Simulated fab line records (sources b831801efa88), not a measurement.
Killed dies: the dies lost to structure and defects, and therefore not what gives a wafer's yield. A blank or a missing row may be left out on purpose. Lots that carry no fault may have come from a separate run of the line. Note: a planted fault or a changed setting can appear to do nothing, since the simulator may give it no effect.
Which tool did it? | flow sfqLine | 42 wafers from 14 lots sampled at 7 of the route's 325 steps

## WHAT EACH GAUGE READ, for each wafer
SFQ_L0_RS_MEAS_901: measurement is done with a four-point probe.
lot  | measured    | on           | L0_MONX_KI_RS (ohm/sq)
L923 | day 1 12:35 | filmMetro-01 | 43.1 43.6 43.4
L924 | day 1 17:36 | filmMetro-01 | 43.6 43.2 43.2
L926 | day 2 03:34 | filmMetro-03 | 43.4 43.4 43.6
L927 | day 2 08:54 | filmMetro-03 | 43.6 43.2 43.7
L928 | day 2 13:34 | filmMetro-03 | 43.5 43.1 43.5
L929 | day 2 18:35 | filmMetro-01 | 44.2 43.9 43.6
L930 | day 2 23:37 | filmMetro-03 | 43.7 44.0 44.0
L931 | day 3 04:34 | filmMetro-02 | 42.9 43.2 43.5
L932 | day 3 09:34 | filmMetro-03 | 43.2 43.6 43.3
L935 | day 4 00:38 | filmMetro-02 | 43.1 43.5 43.5
L936 | day 4 05:34 | filmMetro-02 | 34.0 34.1 34.0 34.0 34.0 33.9
L937 | day 4 10:37 | filmMetro-02 | 42.8 43.1 42.4
L938 | day 4 15:49 | filmMetro-01 | 43.6 43.8 44.1
L939 | day 4 20:43 | filmMetro-03 | 33.7 33.8 33.7 33.7 33.9 33.9

SFQ_L0_THK_MEAS_902: measures by xrf.
lot  | measured    | on           | L0_MONX_KI_THK (nm)
L923 | day 1 12:41 | filmMetro-01 | 40.1 40.0 40.0
L924 | day 1 17:42 | filmMetro-01 | 39.9 39.9 40.2
L926 | day 2 03:41 | filmMetro-03 | 39.8 39.9 39.6
L927 | day 2 09:01 | filmMetro-03 | 39.7 40.1 39.3
L928 | day 2 13:41 | filmMetro-03 | 39.8 40.0 39.8
L929 | day 2 18:41 | filmMetro-01 | 39.1 38.9 39.4
L930 | day 2 23:43 | filmMetro-03 | 39.3 39.4 39.4
L931 | day 3 04:41 | filmMetro-02 | 40.0 40.1 39.9
L932 | day 3 09:41 | filmMetro-03 | 40.2 39.5 40.0
L935 | day 4 00:44 | filmMetro-02 | 40.1 39.6 39.7
L936 | day 4 08:41 | filmMetro-02 | 51.0 50.7 50.6 50.7 50.7 50.8
L937 | day 4 10:44 | filmMetro-02 | 40.3 39.9 40.7
L938 | day 4 15:55 | filmMetro-01 | 39.7 39.4 39.8
L939 | day 5 02:42 | filmMetro-01 | 51.1 51.0 50.9 50.9 50.9 50.8

SFQ_I7_OVL_MEAS_947.
lot  | measured     | on         | I7_OVL (nm)
L923 | day 68 10:22 | overlay-01 | 7 6 2
L924 | day 68 18:46 | overlay-01 | 0 0 6
L926 | day 69 11:33 | overlay-01 | -5 -11 -10
L927 | day 69 21:55 | overlay-02 | 7 9 8
L928 | day 70 02:42 | overlay-02 | 3 6 3
L929 | day 70 13:43 | overlay-01 | 6 -4 -1
L930 | day 74 06:20 | overlay-01 | 5 -2 5
L931 | day 74 08:43 | overlay-01 | -2 1 3
L932 | day 74 21:21 | overlay-01 | 3 -2 -4
L935 | day 79 01:49 | overlay-02 | -2 -2 7
L936 | day 79 06:37 | overlay-02 | -6 -5 -5
L937 | day 79 10:13 | overlay-02 | -2 7 4
L938 | day 79 11:52 | overlay-01 | 3 4 4
L939 | day 79 13:04 | overlay-01 | 1 1 0

SFQ_M8_THK_MEAS_950: measures by xrf.
lot  | measured     | on           | M8_AU_THK (nm)
L923 | day 68 17:16 | filmMetro-01 | 182.1 181.1 180.9
L924 | day 69 01:40 | filmMetro-04 | 182.4 179.4 181.2
L926 | day 69 20:24 | filmMetro-03 | 181.2 181.6 179.7
L927 | day 70 07:13 | filmMetro-01 | 179.7 180.6 179.7
L928 | day 70 15:49 | filmMetro-03 | 178.1 176.1 176.3
L929 | day 70 19:32 | filmMetro-01 | 181.7 178.8 179.6
L930 | day 74 21:04 | filmMetro-04 | 180.5 181.6 181.7
L931 | day 75 00:38 | filmMetro-04 | 180.8 178.9 180.6
L932 | day 75 02:00 | filmMetro-04 | 182.4 184.6 181.1
L935 | day 82 00:17 | filmMetro-04 | 184.2 186.7 185.0
L936 | day 82 03:53 | filmMetro-04 | 180.0 182.9 181.8
L937 | day 82 06:32 | filmMetro-03 | 187.3 185.2 187.1
L938 | day 82 08:57 | filmMetro-01 | 182.2 180.1 183.5
L939 | day 82 11:22 | filmMetro-03 | 184.1 184.8 185.9

## TOOL THAT RAN EACH LOT (tool first, then ch and the chambers of the sampled wafers, then the start)
lot  | SFQ_TRILAYER_L0_DEP_SPUTTER_003 | SFQ_TRILAYER_L0_ETCH_METAL_ETCH_008 | SFQ_TRILAYER_I0_VIA_STRIP_STRIP_035
L923 | pvdSputter-06, day 1 12:29      | rieMetal-01 ch 0,1, day 2 13:17     | rieMetal-02 ch 0, day 12 17:42
L924 | pvdSputter-03, day 1 17:29      | rieMetal-03 ch 0, day 2 16:58       | rieMetal-03 ch 0,1, day 13 01:06
L926 | pvdSputter-05, day 2 03:29      | rieMetal-01 ch 0,1, day 3 06:05     | rieMetal-02 ch 0,1, day 13 13:17
L927 | pvdSputter-03, day 2 08:29      | rieMetal-01 ch 0,1, day 3 10:53     | rieMetal-02 ch 0,1, day 13 20:29
L928 | pvdSputter-05, day 2 13:29      | rieMetal-03 ch 0,1, day 3 14:29     | rieMetal-01 ch 0,1, day 14 09:21
L929 | pvdSputter-05, day 2 18:29      | rieMetal-03 ch 0,1, day 3 22:27     | rieMetal-03 ch 0,1, day 15 02:13
L930 | pvdSputter-05, day 2 23:29      | rieMetal-03 ch 0,1, day 4 04:28     | rieMetal-03 ch 0,1, day 15 14:25
L931 | pvdSputter-06, day 3 04:29      | rieMetal-04 ch 0,1, day 4 09:15     | rieMetal-01 ch 0,1, day 15 21:25
L932 | pvdSputter-05, day 3 09:29      | rieMetal-01 ch 0,1, day 4 17:45     | rieMetal-01 ch 0,1, day 16 18:59
L935 | pvdSputter-06, day 4 00:29      | rieMetal-01 ch 0,1, day 5 03:21     | rieMetal-01 ch 0,1, day 17 17:35
L936 | pvdSputter-06, day 4 05:29      | rieMetal-01 ch 0,1, day 5 09:21     | rieMetal-01 ch 0,1, day 17 22:23
L937 | pvdSputter-03, day 4 10:29      | rieMetal-01 ch 0,1, day 5 15:21     | rieMetal-02 ch 1, day 18 04:23
L938 | pvdSputter-03, day 4 15:29      | rieMetal-01 ch 0, day 5 18:57       | rieMetal-01 ch 0, day 18 10:23
L939 | pvdSputter-06, day 4 20:35      | rieMetal-03 ch 0,1, day 5 23:46     | rieMetal-02 ch 0,1, day 18 15:23
- SFQ_TRILAYER_L0_DEP_SPUTTER_003: material MoNx KI, target thk 40 nm, time 100 s.
- SFQ_TRILAYER_L0_ETCH_METAL_ETCH_008: etches MoNx KI in SF6/O2, stops on SiO2, target depth 50 nm, time 25 s.
- SFQ_TRILAYER_I0_VIA_STRIP_STRIP_035: strips in O2.

## AS READ BY THE TOOLS THEMSELVES (means over the sampled wafers that have a number; for cases with no such wafer, the mark the record gives instead)
SFQ_TRILAYER_L0_DEP_SPUTTER_003.
lot  | tool          | throttleValvePct (%)
L923 | pvdSputter-06 | 28.9
L924 | pvdSputter-03 | 29.7
L926 | pvdSputter-05 | 30.1
L927 | pvdSputter-03 | 29.7
L928 | pvdSputter-05 | 29.7
L929 | pvdSputter-05 | 30.0
L930 | pvdSputter-05 | 30.0
L931 | pvdSputter-06 | 29.4
L932 | pvdSputter-05 | 30.2
L935 | pvdSputter-06 | 29.6
L936 | pvdSputter-06 | 29.3
L937 | pvdSputter-03 | 30.4
L938 | pvdSputter-03 | 30.3
L939 | pvdSputter-06 | 30.5

SFQ_TRILAYER_L0_ETCH_METAL_ETCH_008.
lot  | tool        | biasW (W) | drypumpMotorCurrentA (A) | oesProductAu (a.u.) | rfFwdPowerW (W)
L923 | rieMetal-01 | 80.00     | 5.5                      | 0.874               | 592
L924 | rieMetal-03 | 80.10     | 4.8                      | 0.873               | 590
L926 | rieMetal-01 | 79.96     | 5.3                      | 0.871               | 593
L927 | rieMetal-01 | 79.81     | 5.5                      | 0.868               | 592
L928 | rieMetal-03 | 80.28     | 5.4                      | 0.877               | 593
L929 | rieMetal-03 | 80.06     | 5.4                      | 0.874               | 593
L930 | rieMetal-03 | 80.19     | 5.4                      | 0.872               | 595
L931 | rieMetal-04 | 80.22     | 5.1                      | 0.875               | 590
L932 | rieMetal-01 | 79.93     | 5.3                      | 0.876               | 593
L935 | rieMetal-01 | 80.05     | 5.5                      | 0.877               | 595
L936 | rieMetal-01 | 80.07     | 5.3                      | 0.990               | 593
L937 | rieMetal-01 | 80.08     | 5.5                      | 0.879               | 593
L938 | rieMetal-01 | 79.99     | 5.2                      | 0.869               | 592
L939 | rieMetal-03 | 79.81     | 5.4                      | 1.005               | 594

SFQ_TRILAYER_I0_VIA_STRIP_STRIP_035.
lot  | tool        | drypumpMotorCurrentA (A) | oesProductAu (a.u.)
L923 | rieMetal-02 | 5.3                      | 1.005
L924 | rieMetal-03 | 5.4                      | 1.014
L926 | rieMetal-02 | 5.2                      | 0.997
L927 | rieMetal-02 | 5.3                      | 0.993
L928 | rieMetal-01 | 5.3                      | 1.006
L929 | rieMetal-03 | 5.5                      | 1.017
L930 | rieMetal-03 | 5.1                      | 1.017
L931 | rieMetal-01 | 5.5                      | 1.004
L932 | rieMetal-01 | 5.5                      | 1.004
L935 | rieMetal-01 | 5.3                      | 1.000
L936 | rieMetal-01 | 5.3                      | 0.998
L937 | rieMetal-02 | 5.3                      | 0.999
L938 | rieMetal-01 | 5.2                      | 1.003
L939 | rieMetal-02 | 5.3                      | 0.993

## THE ANSWER, worked out from the rows above alone
Rule: what is usual is taken from the lots themselves. The widest of any qualifying gaps counts: lots, ordered by their means at a reading, are off when they make up no more than a third of the lots, leave a main group of 4 or more, and stand apart from it by 3 or more times the standard deviation of that group's means. A main group whose means are all the same, to the digits that the tables above print for the reading, isn't used. A lot without any number at a reading at which 4 lots or more have one is off too. All remaining lots with rows at the step are treated as sound. After the gauges, taken in route order, come the tools' own readings; for these a lot's mean is taken, as printed above. The first step at which some lot is off is used, and at that step the reading that is off furthest; a lot without a number counts as furthest.
Off: L936, L939, at SFQ_L0_RS_MEAS_901 (L0_MONX_KI_RS). The main group: mean 43.4 ohm/sq, standard deviation 0.31.
A tool fits if, at a process step before that reading, it ran every lot that is off, and no sound lot after the first of them. The gauges at SFQ_L0_RS_MEAS_901 aren't tried: what is off there is off at SFQ_TRILAYER_L0_ETCH_METAL_ETCH_008 too, on other tools, and a gauge's error can't cause that. One fits: pvdSputter-06 at SFQ_TRILAYER_L0_DEP_SPUTTER_003. A fault onset in the window from L935 (day 4 00:29, its last sound lot) to L936 (day 4 05:29, its first lot off) fits.

## WHAT HAD BEEN PUT IN BY THE SIMULATOR
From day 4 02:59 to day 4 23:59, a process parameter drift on pvdSputter-06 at SFQ_TRILAYER_L0_DEP_SPUTTER_003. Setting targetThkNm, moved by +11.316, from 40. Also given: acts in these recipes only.
Shown lots that were struck: L936, L939. The same result came from the rule above.
